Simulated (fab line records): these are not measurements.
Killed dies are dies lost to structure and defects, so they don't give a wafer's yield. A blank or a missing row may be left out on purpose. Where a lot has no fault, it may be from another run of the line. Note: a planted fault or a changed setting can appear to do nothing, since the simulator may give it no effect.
Chamber matching | flow gf180mcu | GF_V3_CVD_02 on pecvd-04: 3 sister chambers
The step deposits SiO2 from TEOS, target thk 850 nm, time 94.851 s. 3 wafers are shown with their chamber, then 8 later ones without.

== WAFERS PAIRED WITH THEIR CHAMBERS ==
wafer  | chamber | heater power outer w (W)
L091.4 | 1       | 259
L091.5 | 0       | 364
L092.1 | 2       | 361

== WAFERS WITH NO CHAMBER GIVEN ==
wafer  | heater power outer w (W)
L092.3 | 287
L092.6 | 325
L093.2 | 355
L093.4 | 317
L093.6 | 261
L097.2 | 363
L097.3 | 277
L097.4 | 371

== CHAMBER TAKEN BY EACH ==
wafer  | from the rows above          | in truth
L092.3 | can't be placed: 1 or 2      | 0
L092.6 | can't be placed: 2 or 0 or 1 | 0
L093.2 | can't be placed: 2 or 0      | 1
L093.4 | can't be placed: 2 or 0 or 1 | 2
L093.6 | 1                            | 1
L097.2 | can't be placed: 0 or 2      | 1
L097.3 | 1                            | 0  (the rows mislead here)
L097.4 | can't be placed: 0 or 2      | 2
Placed correctly: 1 of 8. Can't be placed from these rows: 6 (the true chamber is among the candidates in 3). 1 placed wrongly.
How it was worked out, from the rows above alone: a wafer's distance from a chamber is the root of the sum, over the readings, of the square of ((its reading less the chamber's mean) divided by the reading's scatter). The wafer belongs to the nearest chamber; if the next one is less than 2 further off, it can't be placed. A chamber's mean is the mean of its shown wafers. The scatter: with one shown wafer a chamber, the root of the mean of the squares of how far each hidden wafer lies from its nearest shown one.
